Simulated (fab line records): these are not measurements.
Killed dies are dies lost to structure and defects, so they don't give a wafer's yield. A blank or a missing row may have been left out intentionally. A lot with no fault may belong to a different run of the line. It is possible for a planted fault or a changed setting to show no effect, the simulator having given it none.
A struck lot beside a sound one	flow sfqLine	42 steps out of a route of 325
Sound: wafers L694.1, L694.2, L694.3. Struck: wafers L699.3, L699.4, L699.5. The cause comes at the end.
At each step with rows: each side's tool, then ch and its chambers, then its first start. Under that, the readings that differ: sound wafers	struck wafers	difference of the means	sigmas: that difference in standard deviations of wafers without a fault.
alike: readings whose means differ by less than 2 such deviations, and words and numbers that are the same on both sides. not compared: withheld readings, readings that some wafer has no value for, bounds like >300 that may hide the same value, and numbers for which the record gives no deviation and whose values overlap.
The two part at a step that has a row with sigmas, a row that says differs or no value, or rows on one side only. Non-overlapping numbers with no deviation appear without sigmas and do not part them. A reading missing from all wafers of one side parts the sides only when that side holds two or more wafers.

first, 4 steps without rows for these wafers: SFQ_TRILAYER_I3_VIA_LITHO_COAT_090 (resist thk 62 nm); SFQ_TRILAYER_I3_VIA_LITHO_COAT_085 (resist thk 646.2 nm); SFQ_TRILAYER_I3_VIA_LITHO_SOFTBAKE_089; SFQ_TRILAYER_I3_VIA_LITHO_EXPOSE_086 (exposes mask I3, target cd 500 nm).
SFQ_TRILAYER_I3_VIA_LITHO_PEB_088: peb time 62.31 s.
  sound on lithoTrack-03 ch 0, day 45 22:41; struck on lithoTrack-01 ch 0, day 46 21:37
  alike: chillPlateTempC, plateSensorTCentreC, plateSensorTEdgeC, resistLineTempC
then, 1 step without rows for these wafers: SFQ_TRILAYER_I3_VIA_LITHO_DEVELOP_087 (time 60 s).
SFQ_I3_OVL_MEAS_923:
  sound on overlay-01 at day 45 22:59; struck on overlay-01 at day 46 21:53
  alike: I3_OVL
SFQ_TRILAYER_I3_VIA_BARC_OPEN_VIA_ETCH_121: etches BARC in O2, target depth 125 nm, time 41.7 s.
  sound on rieDiel-01 ch 1,2,3, day 45 23:01; struck on rieDiel-01 ch 0,1,3, day 46 21:55
  alike: drypumpMotorCurrentA, oesProductAu
  not compared: rfHoursCounterH
then, 1 step without rows for these wafers: SFQ_TRILAYER_I3_VIA_ETCH_VIA_ETCH_088 (etches SiO2 in CHF3, stops on Nb, target depth 260 nm).
SFQ_TRILAYER_I3_VIA_STRIP_STRIP_089: strips in O2.
  sound on rieMetal-03 ch 0,1, day 45 23:10; struck on rieMetal-01 ch 0,1, day 46 22:16
  alike: drypumpMotorCurrentA, oesProductAu
  not compared: rfHoursCounterH
then, 2 steps without rows for these wafers: SFQ_TRILAYER_I3_VIA_STRIP_SOLV_CLEAN_090 (cleans in NMP, time 600 s); SFQ_TRILAYER_M4_DEP_PRE_CLEAN_092 (time 22.5 s).
SFQ_TRILAYER_M4_DEP_SPUTTER_091: material Nb, target thk 200 nm, time 133.3 s.
  sound on pvdSputter-05 at day 45 23:59; struck on pvdSputter-04 at day 46 22:53
reading	sound	struck	difference	sigmas
cathodeDcPowerW (W)	1999.9 2000.4 2000.4	2159.9 2158.9 2159.3	+159.1	+99 or more
model.Nb_of_TRILAYER_M4_DEP_SPUTTER_091.thkNm (nm)	203.5 202.1 201.8	217.4 215.8 217.3	+14.4	
  alike: throttleValvePct
SFQ_M4_RS_MEAS_924: measures by four-point-probe.
  sound on filmMetro-03 at day 46 00:05; struck on filmMetro-01 at day 46 23:01
reading	sound	struck	difference	sigmas
M4_NB_RS (ohm/sq)	0.872 0.880 0.882	0.819 0.825 0.819	-0.057	-7
then, 6 steps without rows for these wafers: SFQ_TRILAYER_M4_LITHO_COAT_098 (resist thk 62 nm); SFQ_TRILAYER_M4_LITHO_COAT_093 (resist thk 600 nm); SFQ_TRILAYER_M4_LITHO_SOFTBAKE_097; SFQ_TRILAYER_M4_LITHO_EXPOSE_094 (exposes mask M4, target cd 500 nm); SFQ_TRILAYER_M4_LITHO_PEB_096 (peb time 60 s); SFQ_TRILAYER_M4_LITHO_DEVELOP_095 (time 60 s).
SFQ_M4_OVL_MEAS_926:
  sound on overlay-02 at day 46 03:35; struck on overlay-01 at day 47 05:00
  alike: M4_OVL
then, 1 step without rows for these wafers: SFQ_TRILAYER_M4_BARC_OPEN_METAL_ETCH_123 (etches BARC in O2, target depth 125 nm, time 41.7 s).
SFQ_TRILAYER_M4_ETCH_METAL_ETCH_096: etches Nb in Cl2/Ar, stops on SiO2, target depth 240 nm, time 120 s.
  sound on rieMetal-02 ch 0,1, day 46 03:41; struck on rieMetal-03 ch 0,1, day 47 05:08
reading	sound	struck	difference	sigmas
oesProductAu (a.u.)	0.899 0.896 0.894	0.931 0.936 0.941	+0.040	+6
  alike: drypumpMotorCurrentA
  not compared: rfHoursCounterH
then, 2 steps without rows for these wafers: SFQ_TRILAYER_M4_STRIP_STRIP_097 (strips in O2); SFQ_TRILAYER_M4_STRIP_SOLV_CLEAN_098 (cleans in NMP, time 600 s).
SFQ_TRILAYER_I4_DEP_PECVD_099: deposits SiO2 from SiH4/N2O, time 111.11 s, target thk 500 nm.
  sound on pecvd-02 ch 1,2, day 46 04:35; struck on pecvd-01 ch 1,2, day 47 05:59
reading	sound	struck	difference	sigmas
throttleValvePct (%)	26.8 26.9 27.0	23.8 23.8 23.5	-3.2	-2
  alike: heaterPowerW
then, 1 step without rows for these wafers: SFQ_TRILAYER_I4_CMP_CMP_100 (polishes SiO2).
SFQ_I4_BOW_MEAS_927:
  sound on filmMetro-04 at day 46 07:42; struck on filmMetro-04 at day 47 11:41
  alike: I4_BOW
then, 7 steps without rows for these wafers: SFQ_TRILAYER_I4_METRO_MEASURE_101; SFQ_TRILAYER_I4_VIA_LITHO_COAT_108 (resist thk 62 nm); SFQ_TRILAYER_I4_VIA_LITHO_COAT_103 (resist thk 650 nm); SFQ_TRILAYER_I4_VIA_LITHO_SOFTBAKE_107; SFQ_TRILAYER_I4_VIA_LITHO_EXPOSE_104 (exposes mask I4, target cd 700 nm); SFQ_TRILAYER_I4_VIA_LITHO_PEB_106 (peb time 60 s); SFQ_TRILAYER_I4_VIA_LITHO_DEVELOP_105 (time 60 s).
-- the record jumps here: 5 days lie between the struck wafers' starts before and after --
SFQ_I4_OVL_MEAS_928:
  sound on overlay-02 at day 52 00:10; struck on overlay-02 at day 52 22:54
  alike: I4_OVL
then, 1 step without rows for these wafers: SFQ_TRILAYER_I4_VIA_BARC_OPEN_VIA_ETCH_146 (etches BARC in O2, target depth 125 nm, time 41.7 s).
SFQ_TRILAYER_I4_VIA_ETCH_VIA_ETCH_106: etches SiO2 in CHF3, stops on Nb, target depth 260 nm.
  sound on rieDiel-01 ch 0,2,3, day 52 00:14; struck on rieDiel-01 ch 0,1,2, day 52 22:58
reading	sound	struck	difference	sigmas
model.Nb_of_TRILAYER_M4_DEP_SPUTTER_091.thkNm (nm)	203.4 202 201.7	217.3 215.7 217.2	+14.4	
  alike: drypumpMotorCurrentA, oesProductAu
SFQ_TRILAYER_I4_VIA_STRIP_STRIP_107: strips in O2.
  sound on rieMetal-03 ch 0,1, day 52 00:21; struck on rieMetal-01 ch 0,1, day 52 23:17
  alike: drypumpMotorCurrentA, oesProductAu
  not compared: rfHoursCounterH
then, 2 steps without rows for these wafers: SFQ_TRILAYER_I4_VIA_STRIP_SOLV_CLEAN_108 (cleans in NMP, time 600 s); SFQ_TRILAYER_JJ_TRILAYER_DEP_PRE_CLEAN_113 (time 22.5 s).
-- the record jumps here: 30 days lie between the struck wafers' starts before and after --
SFQ_M8_BOW_MEAS_951:
  sound on filmMetro-02 at day 81 19:07; struck on filmMetro-02 at day 82 15:20
reading	sound	struck	difference	sigmas
model.etest.m4.ohmUm	1.749 1.756 1.758	1.632 1.652 1.632	-0.116	
model.etest.i3.linkOhm	1.933 1.938 1.948	1.872 1.895 1.876	-0.059	
model.etest.m4.ohmSq	0.8743 0.8802 0.8818	0.8185 0.8242 0.8187	-0.0583	
model.etest.i4.linkOhm	2.155 2.16 2.16	2.08 2.084 2.09	-0.07	
  alike: M8_BOW

WHERE THEY PART
At SFQ_TRILAYER_M4_DEP_SPUTTER_091 first; at SFQ_TRILAYER_I4_DEP_PECVD_099 last (within this record only). Later steps at which nothing parts them and some readings are alike: SFQ_I4_BOW_MEAS_927, SFQ_I4_OVL_MEAS_928, SFQ_TRILAYER_I4_VIA_ETCH_VIA_ETCH_106, SFQ_TRILAYER_I4_VIA_STRIP_STRIP_107, SFQ_M8_BOW_MEAS_951.

WHY: what had been put in by the simulator
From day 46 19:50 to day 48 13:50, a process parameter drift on pvdSputter-04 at SFQ_TRILAYER_M4_DEP_SPUTTER_091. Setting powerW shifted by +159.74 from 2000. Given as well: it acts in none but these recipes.
